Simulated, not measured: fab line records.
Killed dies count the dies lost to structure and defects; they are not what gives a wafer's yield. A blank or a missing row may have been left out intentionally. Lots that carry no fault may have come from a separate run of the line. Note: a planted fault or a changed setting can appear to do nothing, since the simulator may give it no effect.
Struck lot and sound lot, side by side    flow gf180mcu    14 steps out of a route of 602
Sound: these wafers, L391.1, L391.4, L391.6. Wafers L400.1, L400.5, L400.6 were the ones struck. At the end, the cause is stated.
Order at every step that has rows: each side's tool, ch and its chambers, its first start. Under that, the readings that differ: sound wafers    struck wafers    difference of the means    sigmas: that difference in standard deviations of wafers without a fault.
alike: words and numbers the same on both sides, and readings whose means are apart by under 2 such deviations; not compared: readings that were withheld, readings missing a value for some wafer, numbers with overlapping values and no deviation given by the record, and bounds like >300 which may hide the same value.
Wherever a step has rows on one side only, a row that says differs or no value, or a row with sigmas, the two part there. When numbers do not overlap yet have no deviation, they are printed without sigmas and do not part them. A reading missing from all wafers of one side parts the sides only when that side holds two or more wafers.

GF_V2_CMP_26: polishes, stops on SiO2, t overpolish 15 s, target thk 0 nm.
  sound on cmp-02 ch 1,2, day 19 15:20; struck on cmp-02 ch 0,3, day 24 05:47
reading                 sound     struck    difference  sigmas
time_to_endpoint_s (s)  84 95 94  77 80 76  -13         -4
  alike: motor_current_A, overpolish_run_s
GF_M3_SPUTTER_00: material Ti, target thk 37.5 nm, time 150 s.
  struck on pvd_sputter-04, day 24 06:02; sound on pvd_sputter-03, day 19 15:35
  alike: throttle_valve_pct
GF_M3_SPUTTER_01: material TiN, target thk 30 nm, time 25 s.
  struck on pvd_sputter-04, day 24 06:08; sound on pvd_sputter-03, day 19 15:41
  alike: throttle_valve_pct
GF_M3_SPUTTER_02: material AlCu, target thk 450 nm, time 23.9 s.
  struck on pvd_sputter-04, day 24 06:10; sound on pvd_sputter-03, day 19 15:43
  alike: throttle_valve_pct
GF_M3_SPUTTER_03: material Ti, target thk 10 nm, time 6.7 s.
  struck on pvd_sputter-04, day 24 06:12; sound on pvd_sputter-03, day 19 15:45
  alike: throttle_valve_pct
then, 1 step without rows for these wafers: GF_M3_SPUTTER_04 (material TiN, target thk 50 nm, time 41.7 s).
GF_M3_RS_MEAS_05: uses a four-point probe to measure.
  struck on film_metro-02, day 24 06:16; sound on film_metro-04, day 19 15:49
  alike: M3_ALCU_RS
GF_M3_THK_MEAS_06: measures by xrf.
  struck on film_metro-02, day 24 06:23; sound on film_metro-04, day 19 15:56
  alike: M3_ALCU_THK
then, 4 steps without rows for these wafers: GF_M3_DEHYDRATE_07 (time 60 s); GF_M3_HMDS_08 (prime time 60 s); GF_M3_COAT_09 (resist thk 1000 nm); GF_M3_SOFTBAKE_10 (time 60 s).
GF_M3_EXPOSE_11: exposes mask Metal3, target cd 280 nm.
  struck on krf_scanner-02, day 24 16:36; sound on krf_scanner-01 ch 0, day 20 04:38
  no value came back on the struck wafers for exposure_dose_mJ_cm2, focus_offset_nm (nm); on the sound wafers exposure_dose_mJ_cm2 reads 28.047 28.056 27.994
  alike: mask
then, 1 step without rows for these wafers: GF_M3_PEB_12 (peb time 90 s).

## WHERE THEY PART
First at GF_V2_CMP_26; last, within this record, at GF_M3_EXPOSE_11.

WHY: what had been put in by the simulator
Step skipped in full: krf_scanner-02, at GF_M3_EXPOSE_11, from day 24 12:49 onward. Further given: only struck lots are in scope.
